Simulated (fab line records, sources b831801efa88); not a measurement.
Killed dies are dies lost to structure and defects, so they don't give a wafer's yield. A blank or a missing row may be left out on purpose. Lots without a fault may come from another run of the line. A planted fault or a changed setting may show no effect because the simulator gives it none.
fab line records | flow sfq_line
record lots=5 wafers=15 last_day=79
route steps=325 shown M6@262 I6@266
lots that met no fault: from a run of the same line without faults
start_h: hours from the record's first day to the start of the lot's first wafer shown | wait_h: hours since the lot's step before | " the same as in the row above | L1.1+2: a row that stands for several wafers | - no value, or no start given | * or withheld: withheld | < > ~ a bound
route shown NAME@n: a module of which the file shows steps, and the number in the route of the first | usual: mean/standard deviation of fault-free wafers | same: alike in all rows | chamber/n: place in a boat | sites: the reading at each site | _std_site: their standard deviation | _edge_site: outer sites' mean less inner sites' | radius_mm: how far each site lies from the wafer's centre | mask NAME#n: copy n | behind: the tool/chamber that last shaped the wafer | hold: why the lot was held/for how many hours/how that ended | device: the transistor (n, p or np) that didn't switch | end of line: the same wafers' tests at the end of the route | a step without rows: its recipe alone | killed: dies lost to structure and defects at the first sort, not the wafer's yield | map: a wafer's dies, x killed, . not, _ none there
set.NAME: the setting as run; set.NAME@STEP: as run at that earlier step | model.NAME: the simulator's own value behind a step, which no gauge read
lots at some steps of the route; a table a step, a row a wafer
services: from which hour (start_h, from the record's first day; less than 0 if before it) a tool's chamber was out of use, for how many hours, and why
## steps
# step SFQ_TRILAYER_M6_BARC_OPEN_METAL_ETCH_206
# recipe mask_material=PR chemistry=O2 target_depth_nm=125 target=BARC icp_w=600 bias_w=80 pressure_mtorr=10 time_s=41.7
# usual drypump_motor_current_A=6.0/0.53 oes_product_au=0.685/0.0043
# columns lot.wafer tool chamber start_h wait_h drypump_motor_current_A oes_product_au rf_hours_counter_h
L224.2 rie_metal-04 0 1450.62 0.0 6.2 0.687 141
L224.3 " 0 " " 6.3 0.686 -
L224.5 " 0 " " 6.2 0.690 -
L226.2 rie_metal-03 0 1456.62 0.0 6.3 0.680 31
L226.5 " 1 " " 6.4 0.688 -
L226.6 " 0 " " 6.3 0.687 -
L230.1 rie_metal-04 1 1467.42 0.0 5.1 0.683 109
L230.2 " 0 " " 6.3 0.692 143
L230.5 " 0 " " 6.2 0.685 -
L238.1 rie_metal-03 1 1732.47 0.0 6.5 0.684 58
L238.2 " 0 " " 6.3 0.685 67
L238.3 " 0 " " 6.3 0.689 -
L242.1 rie_metal-04 0 1765.79 0.0 6.2 0.686 40
L242.5 " 0 " " 6.2 0.683 -
L242.6 " 1 " " 5.0 0.691 -
# step SFQ_TRILAYER_M6_ETCH_METAL_ETCH_162
# recipe target=Nb stop_on=SiO2 mask_material=PR chemistry=Cl2/Ar target_depth_nm=240 icp_w=600 bias_w=80 pressure_mtorr=10 time_s=120
# usual drypump_motor_current_A=6.0/0.53 oes_product_au=0.893/0.0073
# columns lot.wafer tool chamber start_h wait_h drypump_motor_current_A oes_product_au rf_hours_counter_h
L224.2 rie_metal-04 0 1450.68 0.0 6.2 0.911 141
L224.3 " 0 " " 6.2 0.890 -
L224.5 " 0 " " 6.2 0.898 -
L226.2 rie_metal-03 0 1456.68 0.0 6.3 0.909 31
L226.5 " 1 " " 6.4 0.896 -
L226.6 " 0 " " 6.3 0.897 -
L230.1 rie_metal-04 1 1467.48 0.0 5.0 0.901 109
L230.2 " 0 " " 6.2 0.904 143
L230.5 " 0 " " 6.3 0.893 -
L238.1 rie_metal-03 1 1732.53 0.0 6.5 0.891 58
L238.2 " 0 " " 6.3 0.894 67
L238.3 " 0 " " 6.3 0.893 -
L242.1 rie_metal-04 0 1765.85 0.0 6.3 0.883 40
L242.5 " 0 " " 6.2 0.883 -
L242.6 " 1 " " 5.0 0.887 -
# step SFQ_TRILAYER_M6_STRIP_STRIP_163
# recipe gas=O2 power_w=200 platen_temp_c=40 overash_fraction=0.65 chemistry=O2 pressure_mtorr=50
# step SFQ_TRILAYER_M6_STRIP_SOLV_CLEAN_164
# recipe chemistry=NMP temp_c=70 time_s=600
# step SFQ_TRILAYER_I6_DEP_PECVD_165
# recipe material=SiO2 temp_c=150 time_s=111.11 pressure_torr=2.4 rf_w=183.3 precursor=SiH4/N2O target_thk_nm=500
# usual chamber_pressure_Torr=2.400/0.0055 heater_power_w=82/17 throttle_valve_pct=24.0/1.1
# columns lot.wafer tool chamber start_h wait_h chamber_pressure_Torr heater_power_w throttle_valve_pct
L224.2 pecvd-03 1 1451.58 0.0 2.401 72 22.4
L224.3 " 2 " " 2.394 73 23.2
L224.5 " 2 " " 2.398 75 23.0
L226.2 pecvd-01 2 1457.60 0.0 2.401 80 25.4
L226.5 " 1 " " 2.396 92 26.6
L226.6 " 2 " " 2.397 71 25.4
L230.1 pecvd-03 0 1468.38 0.0 2.408 64 23.1
L230.2 " 2 " " 2.392 74 23.0
L230.5 " 0 " " 2.409 64 23.0
L238.1 pecvd-01 0 1733.43 0.0 2.398 82 23.4
L238.2 " 2 " " 2.392 86 22.7
L238.3 " 1 " " 2.393 84 24.0
L242.1 pecvd-01 0 1766.75 0.0 2.398 84 23.5
L242.5 " 1 " " 2.393 74 24.2
L242.6 " 2 " " 2.396 84 22.6
# step SFQ_TRILAYER_I6_CMP_CMP_166
# recipe material=SiO2 down_force_psi=3 platen_rpm=60 pad_velocity_m_s=0.94248
# step SFQ_I6_BOW_MEAS_941
# recipe mode=bow
# usual I6_BOW=8/10
# columns lot.wafer tool chamber start_h wait_h I6_BOW[um]
L224.2 film_metro-04 - 1457.60 2.5 17
L224.3 " - " " 16
L224.5 " - " " 11
L226.2 film_metro-04 - 1460.73 2.0 -12
L226.5 " - " " -5
L226.6 " - " " -6
L230.1 film_metro-04 - 1471.46 1.5 13
L230.2 " - " " 12
L230.5 " - " " 15
L238.1 film_metro-01 - 1736.51 2.5 19
L238.2 " - " " 16
L238.3 " - " " 14
L242.1 film_metro-01 - 1769.83 1.5 -16
L242.5 " - " " -5
L242.6 " - " " -8
# step SFQ_TRILAYER_I6_METRO_MEASURE_167
# usual thk_nm=199.1/1.4
# columns lot.wafer tool chamber start_h wait_h thk_nm
L224.2 film_metro-04 - 1457.90 0.3 199.4
L224.3 " - " " 201.4
L224.5 " - " " 200.4
L226.2 film_metro-04 - 1461.03 0.3 198.9
L226.5 " - " " 198.9
L226.6 " - " " 197.8
L230.1 film_metro-04 - 1471.58 0.1 199.2
L230.2 " - " " 198.2
L230.5 " - " " 199.4
L238.1 film_metro-01 - 1736.63 0.1 200.4
L238.2 " - " " 198.4
L238.3 " - " " 201.0
L242.1 film_metro-01 - 1769.95 0.1 196.8
L242.5 " - " " 196.7
L242.6 " - " " 198.9
# step SFQ_TRILAYER_I6_VIA_LITHO_COAT_174
# recipe resist=BARC spin_rpm=3000 resist_thk_nm=62
# step SFQ_TRILAYER_I6_VIA_LITHO_COAT_169
# recipe resist=KrF spin_rpm=3000 resist_thk_nm=650
# step SFQ_TRILAYER_I6_VIA_LITHO_SOFTBAKE_173
# recipe temp_c=withheld time_s=withheld resist=KrF
# step SFQ_TRILAYER_I6_VIA_LITHO_EXPOSE_170
# recipe mask_id=I6 na=0.6 source_shape=conventional sigma_outer=0.65 target_cd_nm=700 dose_mj=21.3
# step SFQ_TRILAYER_I6_VIA_LITHO_PEB_172
# recipe peb_temp_c=115 peb_time_s=60 resist=KrF
# usual chill_plate_temp_C=23.01/0.1
# columns lot.wafer tool chamber start_h wait_h chill_plate_temp_C
L224.2 litho_track-01 0 1469.51 0.8 22.83
L224.3 " 0 " " 23.10
L224.5 " 0 " " 22.98
L226.2 litho_track-01 0 1473.11 0.8 22.95
L226.5 " 0 " " 22.96
L226.6 " 0 " " 22.89
L230.1 litho_track-01 0 1477.88 1.0 22.87
L230.2 " 0 " " 22.91
L230.5 " 0 " " 22.80
L238.1 litho_track-01 0 1739.78 1.0 22.77
L238.2 " 0 " " 22.91
L238.3 " 0 " " 22.97
L242.1 litho_track-03 0 1774.28 1.0 23.04
L242.5 " 0 " " 23.06
L242.6 " 0 " " 23.03
# step SFQ_TRILAYER_I6_VIA_LITHO_DEVELOP_171
# recipe time_s=60 resist=KrF
# step SFQ_I6_OVL_MEAS_942
# usual I6_OVL=1/6
# columns lot.wafer tool chamber start_h wait_h I6_OVL[nm]
L224.2 overlay-01 - 1469.79 0.1 -4
L224.3 " - " " -6
L224.5 " - " " -6
L226.2 overlay-02 - 1473.39 0.1 -5
L226.5 " - " " -3
L226.6 " - " " -10
L230.1 overlay-02 - 1478.18 0.1 -1
L230.2 " - " " 3
L230.5 " - " " -1
L238.1 overlay-02 - 1740.08 0.1 -8
L238.2 " - " " -3
L238.3 " - " " -4
L242.1 overlay-01 - 1774.58 0.1 -8
L242.5 " - " " 3
L242.6 " - " " -5
# step SFQ_TRILAYER_I6_VIA_BARC_OPEN_VIA_ETCH_235
# recipe mask_material=PR chemistry=O2 target_depth_nm=125 target=BARC source_w=500 bias_w=80 pressure_mtorr=30 time_s=41.7
# usual drypump_motor_current_A=5.7/0.44 oes_product_au=0.685/0.0045
# columns lot.wafer tool chamber start_h wait_h drypump_motor_current_A oes_product_au rf_hours_counter_h model.I6.cd_nm
L224.2 rie_diel-02 2 1469.82 0.0 5.2 0.679 21 701.6
L224.3 " 3 " " 6.1 0.697 10 703
L224.5 " 0 " " 4.8 0.687 - 701.7
L226.2 rie_diel-03 1 1473.42 0.0 5.6 0.681 15 698.8
L226.5 " 0 " " 5.2 0.677 - 698.5
L226.6 " 1 " " 5.6 0.689 - 698.4
L230.1 rie_diel-02 3 1478.22 0.0 6.1 0.686 10 701.7
L230.2 " 2 " " 5.2 0.687 21 719.3
L230.5 " 3 " " 6.2 0.675 - 722
L238.1 rie_diel-04 2 1740.11 0.0 6.2 0.692 21 700.7
L238.2 " 1 " " 6.3 0.688 20 699
L238.3 " 0 " " 5.4 0.684 3 700.2
L242.1 rie_diel-04 3 1774.62 0.0 5.6 0.689 6 701.2
L242.5 " 3 " " 5.6 0.683 - 701.5
L242.6 " 0 " " 5.4 0.680 - 701.6
# step SFQ_TRILAYER_I6_VIA_ETCH_VIA_ETCH_172
# recipe target=SiO2 stop_on=Nb mask_material=PR taper_deg=20 chemistry=CHF3 target_depth_nm=260 source_w=500 bias_w=80 pressure_mtorr=30 time_s=withheld
# usual drypump_motor_current_A=5.7/0.44 oes_product_au=0.853/0.006
# columns lot.wafer tool chamber start_h wait_h drypump_motor_current_A oes_product_au model.I6.cd_nm
L224.2 rie_diel-02 2 1469.86 0.0 5.2 0.858 701.6
L224.3 " 3 " " 6.1 0.865 700.6
L224.5 " 0 " " 4.8 0.854 702.6
L226.2 rie_diel-03 1 1473.46 0.0 5.6 0.853 700.7
L226.5 " 0 " " 5.1 0.850 700.5
L226.6 " 1 " " 5.6 0.853 698.3
L230.1 rie_diel-02 3 1478.26 0.0 6.1 0.857 698.9
L230.2 " 2 " " 5.2 0.854 719.4
L230.5 " 3 " " 6.1 0.854 719.6
L238.1 rie_diel-04 2 1740.15 0.0 6.2 0.854 698.5
L238.2 " 1 " " 6.3 0.856 700.4
L238.3 " 0 " " 5.4 0.853 700.4
L242.1 rie_diel-04 3 1774.66 0.0 5.6 0.844 701.8
L242.5 " 3 " " 5.6 0.841 701
L242.6 " 0 " " 5.5 0.844 702.3
# step SFQ_TRILAYER_I6_VIA_STRIP_STRIP_173
# recipe gas=O2 power_w=200 platen_temp_c=40 overash_fraction=0.65 chemistry=O2 pressure_mtorr=50
# usual drypump_motor_current_A=6.0/0.58 oes_product_au=0.996/0.0079
# columns lot.wafer tool chamber start_h wait_h drypump_motor_current_A oes_product_au rf_hours_counter_h
L224.2 rie_metal-03 0 1469.97 - 6.3 0.988 33
L224.3 " 0 " " 6.3 0.985 -
L224.5 " 1 " " 6.5 0.994 -
L226.2 rie_metal-02 0 1473.57 - 4.8 1.020 30
L226.5 " 0 " " 4.8 1.010 -
L226.6 " 1 " " 6.0 1.005 -
L230.1 rie_metal-03 1 1478.37 - 6.4 0.992 24
L230.2 " 0 " " 6.3 0.992 34
L230.5 " 0 " " 6.3 0.986 -
L238.1 rie_metal-03 1 1740.26 - 6.5 0.999 59
L238.2 " 0 " " 6.3 1.004 69
L238.3 " 1 " " 6.5 0.987 -
L242.1 rie_metal-04 1 1774.77 - 5.0 0.994 5
L242.5 " 0 " " 6.2 0.995 -
L242.6 " 1 " " 5.0 1.005 -
## services
# columns tool chamber start_h hours kind
pecvd-01 0 1454.47 14.7 repair
film_metro-04 - 1455.79 1.0 pm
film_metro-04 - 1477.13 0.5 pm
rie_diel-04 - 1479.28 0.6 repair
rie_diel-04 2 1506.43 2.4 repair
rie_metal-03 - 1507.12 5.0 repair
film_metro-04 - 1535.43 1.7 pm
film_metro-04 - 1541.97 1.8 pm
pecvd-01 - 1563.49 1.4 repair
rie_diel-02 2 1564.69 6.6 repair
rie_diel-02 - 1567.97 0.8 repair
rie_diel-02 0 1574.37 22.4 repair
rie_diel-04 - 1574.72 1.0 repair
rie_metal-03 - 1622.55 1.4 pm
rie_metal-04 - 1629.21 1.4 pm
pecvd-01 - 1642.55 6.0 pm
rie_diel-02 - 1661.72 2.8 pm
rie_metal-04 0 1661.82 7.4 repair
rie_metal-03 - 1671.23 2.8 pm
pecvd-01 - 1686.25 14.0 pm
rie_diel-04 2 1703.57 8.0 repair
rie_diel-04 3 1738.62 27.3 repair
rie_metal-04 - 1753.40 0.9 repair
rie_metal-04 1 1757.32 8.2 repair
## key
first_sign none at tools or gauges
model_effect step=SFQ_TRILAYER_I6_VIA_BARC_OPEN_VIA_ETCH_235 value=I6.cd_nm without=701.9 struck=720.7
model_effect step=SFQ_TRILAYER_I6_VIA_ETCH_VIA_ETCH_172 value=I6.cd_nm without=700.8 struck=719.5
met_at SFQ_TRILAYER_I6_VIA_LITHO_PEB_172
struck_wafers L230.2,L230.5
onset_between 1473.11 1477.88
fault kind=process_parameter_drift tool=litho_track-01 chamber=- onset_h=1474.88 steps=SFQ_TRILAYER_I6_VIA_LITHO_PEB_172 channel=peb_time_s offset=* shape=step end_h=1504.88 scope=struck_wafers_only acts_in=* stated=*
